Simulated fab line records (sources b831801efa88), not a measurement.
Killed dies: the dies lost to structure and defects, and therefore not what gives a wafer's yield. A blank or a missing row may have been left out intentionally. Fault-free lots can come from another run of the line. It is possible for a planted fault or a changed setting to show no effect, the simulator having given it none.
Problem report in the 8D (eight disciplines) form, filled by code || flow sky130 || the parts of the form that need people (team, actions taken, sign-off) are left out

== 1. THE PROBLEM ==
Wafers free of any fault read 0.0271 ohm/sq (standard deviation 0.00031) for METAL5_ALCU_RS at SKY_METAL5_RS_MEAS_05, against a mean of 0.0238 ohm/sq on 4 wafers of 2 lots. That is -10 standard deviations from the usual mean.
The step: measures by four-point-probe.
First observed at day 45 02:25: wafer L149.3, on film_metro-03. The record holds 27 wafers of 9 lots with a number at this step. Rule for "out", or "out of limits": more than 4 standard deviations from the usual mean. The other wafers with a number count as sound.

== 2. WHAT IT IS; WHAT IT IS NOT ==
{"question": "which readings at this step", "is": "METAL5_ALCU_RS", "is not": "-"}
{"question": "which lots", "is": "L149, L151", "is not": "L142, L153, L156, L157, L162, L163, L164"}
{"question": "which wafers of those lots", "is": "L149.3, L149.4, L151.3, L151.4", "is not": "L149.2, L151.5"}
{"question": "read on which gauges", "is": "film_metro-03, film_metro-04", "is not": "-"}
{"question": "when", "is": "from day 45 02:25", "is not": "up to then (4 sound wafers); but 19 sound wafers of L151, L153, L156, L157, L162, L163, L164 came after"}

== 3. WHAT RULES OUT EACH SUSPECT ==
Counting: any tool at a process step up to the reading remains a suspect provided it ran every lot that is out. Sound lots after the first of them don't rule it out here, since some wafers of a struck lot are sound.
- the gauge at SKY_METAL5_RS_MEAS_05: ruled out. 2 gauges (film_metro-03, film_metro-04) read the wafers that are out.
- pvd_sputter-02 at SKY_METAL5_SPUTTER_02 (material AlCu, target thk 1150 nm, time 61.2 s): kept. It ran every lot that is out, first L149 (day 45 02:17).
Remaining after the count: pvd_sputter-02 at SKY_METAL5_SPUTTER_02.

== 4. THE CAUSE (what the simulator had put in) ==
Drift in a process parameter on pvd_sputter-02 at SKY_METAL5_SPUTTER_02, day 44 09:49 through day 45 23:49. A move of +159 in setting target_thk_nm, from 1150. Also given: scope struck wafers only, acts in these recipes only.
This tool alone remained once counting was done.

== 5. THE CHAIN OF EFFECTS, in route order ==
Each row: a reading whose mean over the struck wafers that have a number lies more than 3 standard deviations from the usual. Only readings for which the record gives a usual standard deviation are gone through. hours: the time from each lot's start at the first step in this table that gives one to its start at this step, as a median over the lots. sigmas: the change in usual standard deviations.
{"hours": 0, "step": "SKY_METAL5_RS_MEAS_05", "reading": "METAL5_ALCU_RS", "usual": "0.0271 ohm/sq", "on struck wafers": 0.0238, "change": -0.0032, "sigmas": -10}
{"hours": 3, "step": "SKY_METAL5_THK_MEAS_06", "reading": "METAL5_ALCU_THK", "usual": "1140 nm", "on struck wafers": 1294, "change": "+154", "sigmas": "+11"}
{"hours": 21, "step": "SKY_METAL5_METAL_ETCH_15", "reading": "oes_product_au", "usual": "0.893 a.u.", "on struck wafers": 0.945, "change": "+0.052", "sigmas": "+11"}
Its process steps:
- SKY_METAL5_METAL_ETCH_15: etches the open film in Cl2/BCl3, stops on SiO2, target depth 1260 nm, time 252 s.

== 6. HOW IT WOULD HAVE BEEN CAUGHT EARLIER ==
Counted from the fault's start at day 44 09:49, it took 17 hours until the first out-of-limits reading at a measuring or inspecting step in this record, taken at day 45 02:25.
An alarm limit of 4 standard deviations would not have fired on the tool readings at SKY_METAL5_SPUTTER_02 for which the record gives a usual standard deviation, since none of them was out on any struck wafer.
L151, from the lots that are out (2), started SKY_METAL5_SPUTTER_02 on pvd_sputter-02 later than day 45 02:25. A tool hold placed at that time would have kept it from harm.
